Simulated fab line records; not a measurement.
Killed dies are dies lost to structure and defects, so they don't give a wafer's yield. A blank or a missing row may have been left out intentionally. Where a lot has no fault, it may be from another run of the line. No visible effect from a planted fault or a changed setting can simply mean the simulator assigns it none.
A single fault, viewed from 2 desks ; flow sky130 ; only its own numbers are on each desk; what lay behind them is given at the end

METROLOGY DESK
What the gauges read for every lot (on any tool): the sampled wafers with a number, averaged. A lot is out of limits, marked OUT, if its mean lies more than 4 standard deviations from the usual mean; the brackets give that distance.
Columns: A = LOCAL_INTERCONNECT_OVL at SKY_LOCAL_INTERCONNECT_OVL_MEAS_12, usual -2 nm; B = CONTACT_HDPCVD_THK at SKY_CONTACT_THK_MEAS_03, usual 566 nm
lot;first seen here;A;B
L870;day 31 21:41;-7;563
L871;day 32 15:27;-8;557
L873;day 32 19:05;-1;563
L874;day 33 05:35;-1;565
L875;day 33 15:54;-1;565
L876;day 33 20:56;-10;566
L878;day 34 12:03;-5;565
L881;day 35 18:19;1;567
L885;day 36 14:10;-5;726 (+29) OUT
L886;day 36 20:05;3;721 (+28) OUT
L887;day 37 06:41;-2;564
L892;day 38 10:39;-3;569
This desk's result: L885, L886 out of limits, first on L885 (CONTACT_HDPCVD_THK at SKY_CONTACT_THK_MEAS_03), day 36 15:11. In limits: L870, L871, L873, L874, L875, L876, L878, L881, L887, L892.

TOOL OWNER'S DESK, hdpcvd-02
The tool's own readings at SKY_CONTACT_HDPCVD_02 (deposits SiO2, target thk 565 nm, time 94.2 s): means of the sampled wafers that have a number, for each lot that ran on this tool. A lot is out of limits, marked OUT, if its mean lies more than 4 standard deviations from the usual mean; the brackets give that distance.
Columns: A = susceptorTempC at SKY_CONTACT_HDPCVD_02, usual 600.01 C
lot;first seen here;A
L871;day 32 16:17;599.81
L874;day 33 06:28;600.00
L875;day 33 16:47;599.89
L878;day 34 12:54;600.11
L885;day 36 15:05;599.84
L886;day 36 20:55;600.02
This desk's finding: nothing out of limits on any of the 6 lots.

PUT TOGETHER
The metrology desk could have raised an alarm at day 36 15:11, on L885, L886.
The desk of the tool owner found nothing out of limits.
The tool owner's desk has L885, L886 on record, within its limits.
Every lot named ran SKY_CONTACT_HDPCVD_02 on hdpcvd-02.

WHAT WAS PUT IN BY THE SIMULATOR
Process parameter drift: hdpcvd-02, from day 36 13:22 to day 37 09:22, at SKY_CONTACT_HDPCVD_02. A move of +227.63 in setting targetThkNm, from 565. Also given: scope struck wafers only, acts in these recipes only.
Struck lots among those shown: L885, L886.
Delay in hours, fault start to first out-of-limits reading, per desk: metrology desk 2.
